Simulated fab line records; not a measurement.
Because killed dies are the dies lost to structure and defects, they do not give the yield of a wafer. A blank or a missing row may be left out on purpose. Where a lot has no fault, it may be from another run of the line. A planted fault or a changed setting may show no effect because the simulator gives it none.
Shared-tool check / flow gf180mcu / Sampled: 11 lots, 33 wafers

== WHY THIS WAS OPENED ==
Of 11 lots, 3 have the reading PSD_RS flagged at GF_PSD_RS_MEAS_15. Wafers without a fault read 108.62 ohm/sq, standard deviation 0.28.
Rule: a lot is flagged in two cases, either no wafer of it has a number, or all its wafers with numbers fall more than 4 standard deviations from that mean. The rest of the lots are taken to be sound.

lot=L136; measured=day 14 05:50; on=film metro-02; PSD_RS (ohm/sq), wafer by wafer=108.71 108.74 108.92; flag=
lot=L137; measured=day 14 15:46; on=film metro-03; PSD_RS (ohm/sq), wafer by wafer=108.73 109.01 108.70; flag=
lot=L140; measured=day 15 11:06; on=film metro-03; PSD_RS (ohm/sq), wafer by wafer=108.97 108.98 109.08; flag=
lot=L143; measured=day 16 14:26; on=film metro-01; PSD_RS (ohm/sq), wafer by wafer=113.59 113.63 113.50; flag=FLAGGED
lot=L144; measured=day 16 19:18; on=film metro-02; PSD_RS (ohm/sq), wafer by wafer=113.29 113.46 113.69; flag=FLAGGED
lot=L145; measured=day 17 07:54; on=film metro-03; PSD_RS (ohm/sq), wafer by wafer=113.55 113.60 113.58; flag=FLAGGED
lot=L148; measured=day 18 10:47; on=film metro-02; PSD_RS (ohm/sq), wafer by wafer=108.71 108.67 108.75; flag=
lot=L153; measured=day 20 04:18; on=film metro-02; PSD_RS (ohm/sq), wafer by wafer=108.38 108.56 108.45; flag=
lot=L154; measured=day 20 12:23; on=film metro-02; PSD_RS (ohm/sq), wafer by wafer=108.65 108.51 108.62; flag=
lot=L156; measured=day 21 11:44; on=film metro-03; PSD_RS (ohm/sq), wafer by wafer=108.53 108.69 108.69; flag=
lot=L159; measured=day 22 06:42; on=film metro-01; PSD_RS (ohm/sq), wafer by wafer=108.40 108.26 108.41; flag=
Average over the flagged lots: 113.54 ohm/sq; offset from the usual +4.92 ohm/sq, equal to +18 standard deviations.

== EACH LOT AND THE TOOL IT RAN ON ==
2 process steps preceding the reading are held in the record, out of 602 steps in the route. In each cell: the tool, then ch and the chambers that the sampled wafers went through, then the start.
lot=L136; flag=; GF_PSD_IMPLANT_09=implanter-02 ch 0, day 14 05:16; GF_PSD_STRIP_10=plasma asher-02 ch 0,1, day 14 05:25
lot=L137; flag=; GF_PSD_IMPLANT_09=implanter-01 ch 0, day 14 15:12; GF_PSD_STRIP_10=plasma asher-04 ch 0,1, day 14 15:20
lot=L140; flag=; GF_PSD_IMPLANT_09=implanter-03 ch 0, day 15 10:32; GF_PSD_STRIP_10=plasma asher-02 ch 0, day 15 10:40
lot=L143; flag=FLAGGED; GF_PSD_IMPLANT_09=implanter-03 ch 0, day 16 13:53; GF_PSD_STRIP_10=plasma asher-02 ch 0,1, day 16 14:01
lot=L144; flag=FLAGGED; GF_PSD_IMPLANT_09=implanter-03 ch 0, day 16 18:44; GF_PSD_STRIP_10=plasma asher-02 ch 0,1, day 16 18:52
lot=L145; flag=FLAGGED; GF_PSD_IMPLANT_09=implanter-03 ch 0, day 17 07:20; GF_PSD_STRIP_10=plasma asher-01 ch 0,1, day 17 07:29
lot=L148; flag=; GF_PSD_IMPLANT_09=implanter-01 ch 0, day 18 10:14; GF_PSD_STRIP_10=plasma asher-02 ch 0,1, day 18 10:22
lot=L153; flag=; GF_PSD_IMPLANT_09=implanter-03 ch 0, day 20 03:44; GF_PSD_STRIP_10=plasma asher-04 ch 0,1, day 20 03:53
lot=L154; flag=; GF_PSD_IMPLANT_09=implanter-03 ch 0, day 20 11:49; GF_PSD_STRIP_10=plasma asher-02 ch 0,1, day 20 11:57
lot=L156; flag=; GF_PSD_IMPLANT_09=implanter-03 ch 0, day 21 11:11; GF_PSD_STRIP_10=plasma asher-01 ch 0,1, day 21 11:19
lot=L159; flag=; GF_PSD_IMPLANT_09=implanter-03 ch 0, day 22 06:08; GF_PSD_STRIP_10=plasma asher-01 ch 0,1, day 22 06:16
What the steps here do:
- GF_PSD_IMPLANT_09
- GF_PSD_STRIP_10: strips in O2/N2.
- GF_PSD_RS_MEAS_15: measures by four-point-probe.

== FLAGGED AGAINST TOTAL, ONE TOOL AT A TIME (gauges that did the reading follow at the end) ==
step=GF_PSD_IMPLANT_09; tool=implanter-01; lots run=2; flagged=0; share of the flagged lots=none; sound lots run after its first flagged lot=-
step=GF_PSD_IMPLANT_09; tool=implanter-02; lots run=1; flagged=0; share of the flagged lots=none; sound lots run after its first flagged lot=-
step=GF_PSD_IMPLANT_09; tool=implanter-03; lots run=8; flagged=3; share of the flagged lots=all; sound lots run after its first flagged lot=4 (L153,L154,L156,L159)
step=GF_PSD_STRIP_10; tool=plasma asher-01; lots run=3; flagged=1; share of the flagged lots=some; sound lots run after its first flagged lot=2 (L156,L159)
step=GF_PSD_STRIP_10; tool=plasma asher-02; lots run=6; flagged=2; share of the flagged lots=some; sound lots run after its first flagged lot=2 (L148,L154)
step=GF_PSD_STRIP_10; tool=plasma asher-04; lots run=2; flagged=0; share of the flagged lots=none; sound lots run after its first flagged lot=-
step=GF_PSD_RS_MEAS_15; tool=film metro-01; lots run=2; flagged=1; share of the flagged lots=some; sound lots run after its first flagged lot=1 (L159)
step=GF_PSD_RS_MEAS_15; tool=film metro-02; lots run=5; flagged=1; share of the flagged lots=some; sound lots run after its first flagged lot=3 (L148,L153,L154)
step=GF_PSD_RS_MEAS_15; tool=film metro-03; lots run=4; flagged=1; share of the flagged lots=some; sound lots run after its first flagged lot=1 (L156)

== WHAT IS ALLOWED BY THE TABLE ==
In the table, 1 row covers all flagged lots: implanter-03 at GF_PSD_IMPLANT_09.
- implanter-03 at GF_PSD_IMPLANT_09: 3 of its 8 lots flagged. Sound lots followed the first flagged one (L153, L154, L156, L159) on it, something a lasting fault affecting the whole tool could not allow. Its own readings lie more than 4 standard deviations out on every wafer of the flagged lots: beam energy keV.
Not one row of the table ran every flagged lot while running no sound lot after the first.

== WHAT THE SIMULATOR HAD INSERTED ==
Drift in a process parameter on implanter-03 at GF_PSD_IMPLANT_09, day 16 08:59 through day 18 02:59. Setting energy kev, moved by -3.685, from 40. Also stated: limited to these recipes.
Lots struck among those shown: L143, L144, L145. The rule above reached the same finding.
